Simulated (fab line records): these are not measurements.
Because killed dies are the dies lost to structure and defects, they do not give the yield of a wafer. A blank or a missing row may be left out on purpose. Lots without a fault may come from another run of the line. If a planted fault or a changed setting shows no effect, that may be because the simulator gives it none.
Which tool is to blame? || flow sfq_line || 13 lots, 39 wafers sampled, at 6 steps of a route of 325

WHAT THE GAUGES READ, wafer by wafer
SFQ_I4_BOW_MEAS_927.
{"lot": "L658", "measured": "day 40 04:26", "on": "film_metro-01", "I4_BOW (um)": "-4 7 1"}
{"lot": "L659", "measured": "day 41 02:38", "on": "film_metro-01", "I4_BOW (um)": "6 9 4"}
{"lot": "L661", "measured": "day 41 15:59", "on": "film_metro-04", "I4_BOW (um)": "2 -1 -8"}
{"lot": "L663", "measured": "day 43 09:47", "on": "film_metro-04", "I4_BOW (um)": "-4 3 0"}
{"lot": "L664", "measured": "day 45 15:19", "on": "film_metro-04", "I4_BOW (um)": "3 14 8"}
{"lot": "L665", "measured": "day 46 00:19", "on": "film_metro-01", "I4_BOW (um)": "-5 3 -18"}
{"lot": "L666", "measured": "day 46 11:38", "on": "film_metro-01", "I4_BOW (um)": "-2 -15 0"}
{"lot": "L667", "measured": "day 47 00:42", "on": "film_metro-03", "I4_BOW (um)": "6 6 1"}
{"lot": "L668", "measured": "day 47 06:38", "on": "film_metro-01", "I4_BOW (um)": "3 4 -1"}
{"lot": "L669", "measured": "day 47 09:47", "on": "film_metro-01", "I4_BOW (um)": "4 -3 19"}
{"lot": "L670", "measured": "day 47 15:46", "on": "film_metro-04", "I4_BOW (um)": "-1 -1 7"}
{"lot": "L671", "measured": "day 47 21:38", "on": "film_metro-01", "I4_BOW (um)": "6 2 11"}
{"lot": "L679", "measured": "day 51 01:59", "on": "film_metro-03", "I4_BOW (um)": "-4 -13 3 - - -"}

SFQ_JJ_OVL_MEAS_931.
{"lot": "L658", "measured": "day 52 13:05", "on": "overlay-02", "J5_OVL (nm)": "-4 1 2"}
{"lot": "L659", "measured": "day 53 01:29", "on": "overlay-02", "J5_OVL (nm)": "-1 -5 7"}
{"lot": "L661", "measured": "day 53 08:41", "on": "overlay-01", "J5_OVL (nm)": "2 -5 4"}
{"lot": "L663", "measured": "day 54 23:08", "on": "overlay-01", "J5_OVL (nm)": "4 5 0"}
{"lot": "L664", "measured": "day 56 14:27", "on": "overlay-01", "J5_OVL (nm)": "0 1 -9"}
{"lot": "L665", "measured": "day 56 22:51", "on": "overlay-02", "J5_OVL (nm)": "2 -2 0"}
{"lot": "L666", "measured": "day 57 12:55", "on": "overlay-01", "J5_OVL (nm)": "9 9 7"}
{"lot": "L667", "measured": "day 57 23:44", "on": "overlay-01", "J5_OVL (nm)": "2 1 3"}
{"lot": "L668", "measured": "day 58 04:31", "on": "overlay-01", "J5_OVL (nm)": "-8 -7 -10"}
{"lot": "L669", "measured": "day 58 08:17", "on": "overlay-01", "J5_OVL (nm)": "2 -1 3"}
{"lot": "L670", "measured": "day 58 12:55", "on": "overlay-02", "J5_OVL (nm)": "-15 -13 -10"}
{"lot": "L671", "measured": "day 58 15:19", "on": "overlay-02", "J5_OVL (nm)": "2 -2 3"}
{"lot": "L679", "measured": "day 61 05:44", "on": "overlay-02", "J5_OVL (nm)": "2 -4 1"}

EACH LOT AND THE TOOL THAT RAN IT (in order: tool; ch and the chambers of the sampled wafers; start)
{"lot": "L658", "SFQ_TRILAYER_L0_VIA_STRIP_STRIP_017": "rie_metal-02 ch 0,1, day 7 14:23", "SFQ_TRILAYER_I4_CMP_CMP_100": "cmp-02 ch 0,3, day 40 01:25", "SFQ_TRILAYER_I4_METRO_MEASURE_101": "film_metro-01, day 40 04:44", "SFQ_TRILAYER_I4_VIA_ETCH_VIA_ETCH_106": "rie_diel-02 ch 1,2,3, day 46 14:10"}
{"lot": "L659", "SFQ_TRILAYER_L0_VIA_STRIP_STRIP_017": "rie_metal-04 ch 0,1, day 7 22:55", "SFQ_TRILAYER_I4_CMP_CMP_100": "cmp-01 ch 0,1,2, day 41 01:07", "SFQ_TRILAYER_I4_METRO_MEASURE_101": "film_metro-01, day 41 02:56", "SFQ_TRILAYER_I4_VIA_ETCH_VIA_ETCH_106": "rie_diel-03 ch 2,3, day 47 03:22"}
{"lot": "L661", "SFQ_TRILAYER_L0_VIA_STRIP_STRIP_017": "rie_metal-02 ch 0,1, day 8 08:05", "SFQ_TRILAYER_I4_CMP_CMP_100": "cmp-01 ch 0,2,3, day 41 12:59", "SFQ_TRILAYER_I4_METRO_MEASURE_101": "film_metro-04, day 41 16:07", "SFQ_TRILAYER_I4_VIA_ETCH_VIA_ETCH_106": "rie_diel-02 ch 1,2,3, day 47 10:34"}
{"lot": "L663", "SFQ_TRILAYER_L0_VIA_STRIP_STRIP_017": "rie_metal-04 ch 0,1, day 8 16:28", "SFQ_TRILAYER_I4_CMP_CMP_100": "cmp-02 ch 0,1,2, day 43 07:47", "SFQ_TRILAYER_I4_METRO_MEASURE_101": "film_metro-04, day 43 09:55", "SFQ_TRILAYER_I4_VIA_ETCH_VIA_ETCH_106": "rie_diel-04 ch 0,1,2, day 49 10:31"}
{"lot": "L664", "SFQ_TRILAYER_L0_VIA_STRIP_STRIP_017": "rie_metal-01 ch 0,1, day 8 17:40", "SFQ_TRILAYER_I4_CMP_CMP_100": "cmp-02 ch 1,3, day 45 12:19", "SFQ_TRILAYER_I4_METRO_MEASURE_101": "film_metro-04, day 45 15:26", "SFQ_TRILAYER_I4_VIA_ETCH_VIA_ETCH_106": "rie_diel-03 ch 0,1,2, day 51 14:22"}
{"lot": "L665", "SFQ_TRILAYER_L0_VIA_STRIP_STRIP_017": "rie_metal-02 ch 0,1, day 9 00:52", "SFQ_TRILAYER_I4_CMP_CMP_100": "cmp-02 ch 0,3, day 45 21:49", "SFQ_TRILAYER_I4_METRO_MEASURE_101": "film_metro-01, day 46 00:26", "SFQ_TRILAYER_I4_VIA_ETCH_VIA_ETCH_106": "rie_diel-03 ch 1,2, day 51 22:46"}
{"lot": "L666", "SFQ_TRILAYER_L0_VIA_STRIP_STRIP_017": "rie_metal-04 ch 1, day 9 06:52", "SFQ_TRILAYER_I4_CMP_CMP_100": "cmp-02 ch 0,1, day 46 08:38", "SFQ_TRILAYER_I4_METRO_MEASURE_101": "film_metro-01, day 46 11:46", "SFQ_TRILAYER_I4_VIA_ETCH_VIA_ETCH_106": "rie_diel-02 ch 0,3, day 52 10:46"}
{"lot": "L667", "SFQ_TRILAYER_L0_VIA_STRIP_STRIP_017": "rie_metal-04 ch 0,1, day 9 14:16", "SFQ_TRILAYER_I4_CMP_CMP_100": "cmp-02 ch 0,1,2, day 46 22:38", "SFQ_TRILAYER_I4_METRO_MEASURE_101": "film_metro-03, day 47 01:22", "SFQ_TRILAYER_I4_VIA_ETCH_VIA_ETCH_106": "rie_diel-03 ch 0,2,3, day 52 20:46"}
{"lot": "L668", "SFQ_TRILAYER_L0_VIA_STRIP_STRIP_017": "rie_metal-04 ch 0,1, day 9 20:04", "SFQ_TRILAYER_I4_CMP_CMP_100": "cmp-02 ch 1,2,3, day 47 04:38", "SFQ_TRILAYER_I4_METRO_MEASURE_101": "film_metro-01, day 47 06:46", "SFQ_TRILAYER_I4_VIA_ETCH_VIA_ETCH_106": "rie_diel-04 ch 0,1,2, day 53 02:46"}
{"lot": "L669", "SFQ_TRILAYER_L0_VIA_STRIP_STRIP_017": "rie_metal-04 ch 0, day 9 23:40", "SFQ_TRILAYER_I4_CMP_CMP_100": "cmp-01 ch 0,3, day 47 06:46", "SFQ_TRILAYER_I4_METRO_MEASURE_101": "film_metro-01, day 47 10:05", "SFQ_TRILAYER_I4_VIA_ETCH_VIA_ETCH_106": "rie_diel-04 ch 1,2,3, day 53 07:34"}
{"lot": "L670", "SFQ_TRILAYER_L0_VIA_STRIP_STRIP_017": "rie_metal-01 ch 0,1, day 10 09:14", "SFQ_TRILAYER_I4_CMP_CMP_100": "cmp-01 ch 0,3, day 47 13:16", "SFQ_TRILAYER_I4_METRO_MEASURE_101": "film_metro-04, day 47 15:53", "SFQ_TRILAYER_I4_VIA_ETCH_VIA_ETCH_106": "rie_diel-03 ch 0,1,2, day 53 12:22"}
{"lot": "L671", "SFQ_TRILAYER_L0_VIA_STRIP_STRIP_017": "rie_metal-02 ch 0,1, day 10 16:26", "SFQ_TRILAYER_I4_CMP_CMP_100": "cmp-02 ch 0,3, day 47 19:08", "SFQ_TRILAYER_I4_METRO_MEASURE_101": "film_metro-01, day 47 21:46", "SFQ_TRILAYER_I4_VIA_ETCH_VIA_ETCH_106": "rie_diel-04 ch 2,3, day 53 15:58"}
{"lot": "L679", "SFQ_TRILAYER_L0_VIA_STRIP_STRIP_017": "rie_metal-01 ch 0,1, day 13 01:49", "SFQ_TRILAYER_I4_CMP_CMP_100": "cmp-02 ch 0,3, day 50 23:26", "SFQ_TRILAYER_I4_METRO_MEASURE_101": "film_metro-03, day 51 06:52", "SFQ_TRILAYER_I4_VIA_ETCH_VIA_ETCH_106": "rie_diel-03 ch 0,1, day 56 03:43"}
- SFQ_TRILAYER_L0_VIA_STRIP_STRIP_017: strips in O2.
- SFQ_TRILAYER_I4_CMP_CMP_100: polishes SiO2.
- SFQ_TRILAYER_I4_METRO_MEASURE_101
- SFQ_TRILAYER_I4_VIA_ETCH_VIA_ETCH_106: etches SiO2 in CHF3, stops on Nb, target depth 260 nm.

WHAT THE TOOLS THEMSELVES READ (means of the sampled wafers that have a number; where no wafer has one, the mark that the record gives instead)
SFQ_TRILAYER_L0_VIA_STRIP_STRIP_017.
{"lot": "L658", "tool": "rie_metal-02", "drypump_motor_current_A (A)": 6.2, "oes_product_au (a.u.)": 0.992}
{"lot": "L659", "tool": "rie_metal-04", "drypump_motor_current_A (A)": 5.6, "oes_product_au (a.u.)": 1.007}
{"lot": "L661", "tool": "rie_metal-02", "drypump_motor_current_A (A)": 6.4, "oes_product_au (a.u.)": 0.990}
{"lot": "L663", "tool": "rie_metal-04", "drypump_motor_current_A (A)": 5.9, "oes_product_au (a.u.)": 0.996}
{"lot": "L664", "tool": "rie_metal-01", "drypump_motor_current_A (A)": 5.6, "oes_product_au (a.u.)": 1.008}
{"lot": "L665", "tool": "rie_metal-02", "drypump_motor_current_A (A)": 6.2, "oes_product_au (a.u.)": 0.995}
{"lot": "L666", "tool": "rie_metal-04", "drypump_motor_current_A (A)": 5.3, "oes_product_au (a.u.)": 1.011}
{"lot": "L667", "tool": "rie_metal-04", "drypump_motor_current_A (A)": 5.9, "oes_product_au (a.u.)": 1.005}
{"lot": "L668", "tool": "rie_metal-04", "drypump_motor_current_A (A)": 5.9, "oes_product_au (a.u.)": 1.005}
{"lot": "L669", "tool": "rie_metal-04", "drypump_motor_current_A (A)": 6.2, "oes_product_au (a.u.)": 1.008}
{"lot": "L670", "tool": "rie_metal-01", "drypump_motor_current_A (A)": 5.4, "oes_product_au (a.u.)": 1.005}
{"lot": "L671", "tool": "rie_metal-02", "drypump_motor_current_A (A)": 6.2, "oes_product_au (a.u.)": 0.991}
{"lot": "L679", "tool": "rie_metal-01", "drypump_motor_current_A (A)": 5.6, "oes_product_au (a.u.)": 1.000}

SFQ_TRILAYER_I4_CMP_CMP_100.
{"lot": "L658", "tool": "cmp-02", "motor_current_A (A)": 10.6, "time_to_endpoint_s (s)": 220}
{"lot": "L659", "tool": "cmp-01", "motor_current_A (A)": 10.4, "time_to_endpoint_s (s)": 232}
{"lot": "L661", "tool": "cmp-01", "motor_current_A (A)": 10.7, "time_to_endpoint_s (s)": 205}
{"lot": "L663", "tool": "cmp-02", "motor_current_A (A)": 10.5, "time_to_endpoint_s (s)": 224}
{"lot": "L664", "tool": "cmp-02", "motor_current_A (A)": 10.5, "time_to_endpoint_s (s)": 212}
{"lot": "L665", "tool": "cmp-02", "motor_current_A (A)": 10.3, "time_to_endpoint_s (s)": 212}
{"lot": "L666", "tool": "cmp-02", "motor_current_A (A)": 10.1, "time_to_endpoint_s (s)": 210}
{"lot": "L667", "tool": "cmp-02", "motor_current_A (A)": 10.7, "time_to_endpoint_s (s)": 215}
{"lot": "L668", "tool": "cmp-02", "motor_current_A (A)": 10.8, "time_to_endpoint_s (s)": 219}
{"lot": "L669", "tool": "cmp-01", "motor_current_A (A)": 10.6, "time_to_endpoint_s (s)": 218}
{"lot": "L670", "tool": "cmp-01", "motor_current_A (A)": 11.2, "time_to_endpoint_s (s)": 210}
{"lot": "L671", "tool": "cmp-02", "motor_current_A (A)": 10.5, "time_to_endpoint_s (s)": 219}
{"lot": "L679", "tool": "cmp-02", "motor_current_A (A)": 10.8, "time_to_endpoint_s (s)": 241}

SFQ_TRILAYER_I4_METRO_MEASURE_101.
{"lot": "L658", "tool": "film_metro-01", "thk_nm (nm)": 199.7}
{"lot": "L659", "tool": "film_metro-01", "thk_nm (nm)": 200.2}
{"lot": "L661", "tool": "film_metro-04", "thk_nm (nm)": 199.8}
{"lot": "L663", "tool": "film_metro-04", "thk_nm (nm)": 201.3}
{"lot": "L664", "tool": "film_metro-04", "thk_nm (nm)": 200.4}
{"lot": "L665", "tool": "film_metro-01", "thk_nm (nm)": 199.4}
{"lot": "L666", "tool": "film_metro-01", "thk_nm (nm)": 198.8}
{"lot": "L667", "tool": "film_metro-03", "thk_nm (nm)": 199.9}
{"lot": "L668", "tool": "film_metro-01", "thk_nm (nm)": 200.6}
{"lot": "L669", "tool": "film_metro-01", "thk_nm (nm)": 201.2}
{"lot": "L670", "tool": "film_metro-04", "thk_nm (nm)": 198.6}
{"lot": "L671", "tool": "film_metro-01", "thk_nm (nm)": 199.4}
{"lot": "L679", "tool": "film_metro-03", "thk_nm (nm)": 235.3}

SFQ_TRILAYER_I4_VIA_ETCH_VIA_ETCH_106.
{"lot": "L658", "tool": "rie_diel-02", "drypump_motor_current_A (A)": 5.3, "oes_product_au (a.u.)": 0.856}
{"lot": "L659", "tool": "rie_diel-03", "drypump_motor_current_A (A)": 5.6, "oes_product_au (a.u.)": 0.856}
{"lot": "L661", "tool": "rie_diel-02", "drypump_motor_current_A (A)": 5.3, "oes_product_au (a.u.)": 0.858}
{"lot": "L663", "tool": "rie_diel-04", "drypump_motor_current_A (A)": 5.5, "oes_product_au (a.u.)": 0.856}
{"lot": "L664", "tool": "rie_diel-03", "drypump_motor_current_A (A)": 5.8, "oes_product_au (a.u.)": 0.858}
{"lot": "L665", "tool": "rie_diel-03", "drypump_motor_current_A (A)": 5.5, "oes_product_au (a.u.)": 0.854}
{"lot": "L666", "tool": "rie_diel-02", "drypump_motor_current_A (A)": 5.7, "oes_product_au (a.u.)": 0.849}
{"lot": "L667", "tool": "rie_diel-03", "drypump_motor_current_A (A)": 5.8, "oes_product_au (a.u.)": 0.855}
{"lot": "L668", "tool": "rie_diel-04", "drypump_motor_current_A (A)": 5.5, "oes_product_au (a.u.)": 0.857}
{"lot": "L669", "tool": "rie_diel-04", "drypump_motor_current_A (A)": 5.3, "oes_product_au (a.u.)": 0.857}
{"lot": "L670", "tool": "rie_diel-03", "drypump_motor_current_A (A)": 5.8, "oes_product_au (a.u.)": 0.846}
{"lot": "L671", "tool": "rie_diel-04", "drypump_motor_current_A (A)": 5.5, "oes_product_au (a.u.)": 0.856}
{"lot": "L679", "tool": "rie_diel-03", "drypump_motor_current_A (A)": 6.1, "oes_product_au (a.u.)": 0.912}

THE ANSWER, worked out from the rows above alone
Rule: what is usual is taken from the lots themselves. The widest of any qualifying gaps counts: lots, ordered by their means at a reading, are off when they make up no more than a third of the lots, leave a main group of 4 or more, and stand apart from it by 3 or more times the standard deviation of that group's means. If all means in a main group match to the digits the tables above print for the reading, that group is not used. A lot without any number at a reading at which 4 lots or more have one is off too. All remaining lots with rows at the step are treated as sound. After the gauges, taken in route order, come the tools' own readings; for these a lot's mean is taken, as printed above. The first step at which some lot is off is used, and at that step the reading that is off furthest; a lot without a number counts as furthest.
Off: L679 (SFQ_TRILAYER_I4_METRO_MEASURE_101, thk_nm). For the main group the mean is 199.9 nm and the standard deviation 0.81.
A tool fits if, at that step or a process step before it, it ran every lot that is off, and no sound lot after the first of them. Can't be told from this: 3 tools fit, rie_metal-01 at SFQ_TRILAYER_L0_VIA_STRIP_STRIP_017, cmp-02 at SFQ_TRILAYER_I4_CMP_CMP_100, film_metro-03 at SFQ_TRILAYER_I4_METRO_MEASURE_101.

WHAT WAS PUT IN BY THE SIMULATOR
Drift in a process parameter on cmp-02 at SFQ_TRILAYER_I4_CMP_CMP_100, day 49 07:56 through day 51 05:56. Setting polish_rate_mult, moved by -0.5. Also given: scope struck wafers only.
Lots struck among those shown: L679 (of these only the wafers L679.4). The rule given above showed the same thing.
